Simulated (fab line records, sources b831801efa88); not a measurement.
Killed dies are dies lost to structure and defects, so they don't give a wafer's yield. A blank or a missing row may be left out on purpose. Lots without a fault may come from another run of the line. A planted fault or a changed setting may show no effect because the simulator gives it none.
A sampling plan put to the test | flow sky130 | one fab line, 18 faults that these records tell of, each judged on the records of the lots that it struck
The plan is the line's own looks: the steps of the route at which a gauge or an inspection reads the wafer and doesn't change it. A look can be judged if struck wafers have a number there and the file gives its usual mean and standard deviation on fault-free wafers. Caught: at a look after the fault's first step, the mean of the struck wafers lies 4 or more of those standard deviations (sigma) from the usual mean. On the tool: the same test on the tool's own readings at the fault's steps. Another recipe on the struck wafers, or a record that is blank for them alone, also counts as caught.

THE FAULTS, as the simulator had put them in
1. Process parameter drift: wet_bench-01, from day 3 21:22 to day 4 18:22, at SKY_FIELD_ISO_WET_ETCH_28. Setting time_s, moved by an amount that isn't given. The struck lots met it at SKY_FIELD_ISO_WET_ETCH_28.
2. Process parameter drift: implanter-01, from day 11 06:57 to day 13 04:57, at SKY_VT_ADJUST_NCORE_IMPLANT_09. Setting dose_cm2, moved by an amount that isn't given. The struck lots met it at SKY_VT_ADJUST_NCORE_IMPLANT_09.
3. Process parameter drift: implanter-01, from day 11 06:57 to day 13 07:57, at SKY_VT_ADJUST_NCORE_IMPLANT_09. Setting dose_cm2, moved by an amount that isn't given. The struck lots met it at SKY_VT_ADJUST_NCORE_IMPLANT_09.
4. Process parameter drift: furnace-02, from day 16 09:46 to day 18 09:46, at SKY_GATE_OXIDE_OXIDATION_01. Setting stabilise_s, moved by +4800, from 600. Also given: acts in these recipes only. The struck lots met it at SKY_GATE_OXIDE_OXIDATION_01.
5. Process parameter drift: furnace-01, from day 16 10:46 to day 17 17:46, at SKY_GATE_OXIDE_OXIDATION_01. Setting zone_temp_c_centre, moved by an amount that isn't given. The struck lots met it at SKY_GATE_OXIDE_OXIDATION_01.
6. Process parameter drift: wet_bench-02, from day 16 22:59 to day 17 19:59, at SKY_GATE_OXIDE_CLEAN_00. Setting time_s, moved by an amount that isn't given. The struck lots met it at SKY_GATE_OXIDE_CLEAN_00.
7. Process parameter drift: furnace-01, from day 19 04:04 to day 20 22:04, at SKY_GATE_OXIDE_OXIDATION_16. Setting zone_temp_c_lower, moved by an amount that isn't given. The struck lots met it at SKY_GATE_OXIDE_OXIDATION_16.
8. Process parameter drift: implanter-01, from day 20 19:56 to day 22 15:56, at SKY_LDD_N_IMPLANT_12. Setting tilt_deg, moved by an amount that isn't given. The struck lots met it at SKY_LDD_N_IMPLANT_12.
9. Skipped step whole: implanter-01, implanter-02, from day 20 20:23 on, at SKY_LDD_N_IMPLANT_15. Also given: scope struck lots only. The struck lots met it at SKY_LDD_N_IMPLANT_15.
10. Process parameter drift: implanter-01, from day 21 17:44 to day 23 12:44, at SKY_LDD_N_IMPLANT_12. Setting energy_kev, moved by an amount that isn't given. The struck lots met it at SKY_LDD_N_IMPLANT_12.
11. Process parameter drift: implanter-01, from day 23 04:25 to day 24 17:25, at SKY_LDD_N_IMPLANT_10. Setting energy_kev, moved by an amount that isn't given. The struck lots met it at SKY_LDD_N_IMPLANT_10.
12. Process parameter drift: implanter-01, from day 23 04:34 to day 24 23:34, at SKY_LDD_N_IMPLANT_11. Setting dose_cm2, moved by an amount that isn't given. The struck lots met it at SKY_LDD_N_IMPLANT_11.
13. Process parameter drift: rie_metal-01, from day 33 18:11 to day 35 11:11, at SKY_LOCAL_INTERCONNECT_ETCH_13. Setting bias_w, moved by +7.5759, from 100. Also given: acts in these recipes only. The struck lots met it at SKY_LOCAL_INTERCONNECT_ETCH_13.
14. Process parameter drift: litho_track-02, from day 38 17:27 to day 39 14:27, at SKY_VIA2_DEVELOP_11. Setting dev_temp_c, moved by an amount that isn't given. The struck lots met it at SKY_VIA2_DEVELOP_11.
15. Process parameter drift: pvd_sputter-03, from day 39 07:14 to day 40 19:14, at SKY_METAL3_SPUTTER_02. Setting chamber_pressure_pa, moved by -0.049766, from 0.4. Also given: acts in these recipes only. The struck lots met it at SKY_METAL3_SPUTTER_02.
16. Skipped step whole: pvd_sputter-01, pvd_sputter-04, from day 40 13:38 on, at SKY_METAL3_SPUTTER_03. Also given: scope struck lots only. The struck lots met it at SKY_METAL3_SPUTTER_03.
17. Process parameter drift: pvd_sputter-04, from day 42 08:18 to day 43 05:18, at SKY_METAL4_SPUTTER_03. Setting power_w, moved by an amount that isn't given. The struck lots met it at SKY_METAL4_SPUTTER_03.
18. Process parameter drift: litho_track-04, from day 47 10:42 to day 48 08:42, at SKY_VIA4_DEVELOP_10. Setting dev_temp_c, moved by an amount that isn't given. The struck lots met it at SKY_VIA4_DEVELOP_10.

WHAT THE PLAN SAW
fault | on the tool itself                               | first look that catches it                      | reading, sigma | median hours from its first step to that look | hours from the fault's start to the first struck lot there | judged looks passed uncaught
1     | run_length_s +20 sigma                           | no look after it can be judged                  | -              | -                                             | -                                                          | 0
2     | dose_ions_cm2 -61 sigma                          | no look after it can be judged                  | -              | -                                             | -                                                          | 0
3     | dose_ions_cm2 -34 sigma                          | not the one look that can be judged after it    | -              | -                                             | -                                                          | 1
4     | under 2 sigma                                    | no look after it can be judged                  | -              | -                                             | -                                                          | 0
5     | spike_tc_centre_C +21 sigma                      | not the one look that can be judged after it    | -              | -                                             | -                                                          | 1
6     | run_length_s -26 sigma                           | not the one look that can be judged after it    | -              | -                                             | -                                                          | 1
7     | spike_tc_lower_C -34 sigma                       | no look after it can be judged                  | -              | -                                             | -                                                          | 0
8     | tilt_deg -99 or beyond sigma                     | not the one look that can be judged after it    | -              | -                                             | -                                                          | 1
9     | the tool's record is blank for the struck wafers | no look after it can be judged                  | -              | -                                             | -                                                          | 0
10    | beam_energy_keV -99 or beyond sigma              | no look after it can be judged                  | -              | -                                             | -                                                          | 0
11    | beam_energy_keV -99 or beyond sigma              | not the one look that can be judged after it    | -              | -                                             | -                                                          | 1
12    | dose_ions_cm2 -99 or beyond sigma                | none of the 2 looks that can be judged after it | -              | -                                             | -                                                          | 2
13    | bias_w +26 sigma                                 | not the one look that can be judged after it    | -              | -                                             | -                                                          | 1
14    | developer_temp_C -5.9 sigma                      | not the one look that can be judged after it    | -              | -                                             | -                                                          | 1
15    | chamber_pressure_pa -61 sigma                    | no look after it can be judged                  | -              | -                                             | -                                                          | 0
16    | the tool's record is blank for the struck wafers | not the one look that can be judged after it    | -              | -                                             | -                                                          | 1
17    | cathode_dc_power_W -99 or beyond sigma           | not the one look that can be judged after it    | -              | -                                             | -                                                          | 1
18    | developer_temp_C +20 sigma                       | none of the 2 looks that can be judged after it | -              | -                                             | -                                                          | 2
A dash: the fault isn't caught, or these records don't give the number.

Caught at a look: 0 of 18. Caught on the tool: 17 of 18. By one or the other: 17 of 18.
Caught on the tool alone: faults 1, 2, 3, 5, 6, 7, 8, 9, 10, 11, 12, 13, 14, 15, 16, 17, 18.
Caught by neither: fault 4.
